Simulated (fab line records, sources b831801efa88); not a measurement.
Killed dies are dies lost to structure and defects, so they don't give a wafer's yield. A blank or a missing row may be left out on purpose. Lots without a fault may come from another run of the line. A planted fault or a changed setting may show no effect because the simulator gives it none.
One fault seen from 2 desks | flow gf180mcu | each desk has only its own numbers; what lay behind them comes last

THE TOOL OWNER'S DESK: rie_metal-03
The tool's own readings at GF_M1_METAL_ETCH_16 (etches the open film in Cl2/BCl3, stops on SiO2, target depth 750.8 nm, time 125.1 s): means of the sampled wafers that have a number, for each lot that ran on this tool. A lot is out of limits, marked OUT, if its mean lies more than 4 standard deviations from the usual mean; the brackets give that distance.
Columns: A = drypump_motor_current_A at GF_M1_METAL_ETCH_16, usual 6.1 A; B = oes_product_au at GF_M1_METAL_ETCH_16, usual 0.991 a.u.; C = throttle_valve_pct at GF_M1_METAL_ETCH_16, usual 28.230 %
lot  | first seen here | A   | B               | C
L493 | day 18 06:55    | 6.0 | 0.990           | 28.222
L499 | day 21 03:55    | 5.9 | 0.930 (-11) OUT | 28.307 (+7.8) OUT
L503 | day 22 04:53    | 6.0 | 0.921 (-12) OUT | 28.297 (+6.9) OUT
L509 | day 24 10:56    | 5.9 | 0.997           | 28.229
L512 | day 25 05:17    | 6.0 | 0.999           | 28.227
This desk's finding: out of limits on L499, L503; first on L499, day 21 03:55 (oes_product_au at GF_M1_METAL_ETCH_16). In limits: L493, L509, L512.

THE METROLOGY DESK
What the gauges read, lot by lot, whatever tool the lot ran on: means of the sampled wafers that have a number. A lot is out of limits, marked OUT, if its mean lies more than 4 standard deviations from the usual mean; the brackets give that distance.
Columns: A = M1_OVL at GF_M1_OVL_MEAS_15, usual -3 nm; B = V1_CVD_00_THK at GF_V1_THK_MEAS_01, usual 603 nm
lot  | first seen here | A   | B
L489 | day 16 19:10    | -3  | 596
L490 | day 17 09:56    | -3  | 594
L492 | day 17 19:53    | 4   | 600
L491 | day 18 03:19    | 0   | 605
L493 | day 18 06:51    | -11 | 603
L499 | day 21 03:53    | -5  | 608
L503 | day 22 04:49    | 0   | 608
L506 | day 23 07:59    | -4  | 602
L507 | day 23 13:20    | -4  | 604
L509 | day 24 10:52    | -8  | 605
L510 | day 24 17:58    | -3  | 615
L511 | day 25 01:32    | -2  | 608
L512 | day 25 05:13    | -8  | 606
This desk's finding: nothing out of limits on any of the 13 lots.

PUT TOGETHER
The tool owner's desk could have raised an alarm at day 21 03:55, on L499, L503.
The metrology desk saw nothing out of limits.
The metrology desk has L499, L503 on record, within its limits.
Of the lots named, all ran GF_M1_METAL_ETCH_16 on rie_metal-03.

WHAT THE SIMULATOR HAD PUT IN
Process parameter drift: rie_metal-03, from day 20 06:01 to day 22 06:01, at GF_M1_METAL_ETCH_16. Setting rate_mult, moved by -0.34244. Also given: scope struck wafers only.
Lots struck among those shown: L499, L503.
Hours from the fault's start to each desk's first reading out of limits: the tool owner's desk, 22.
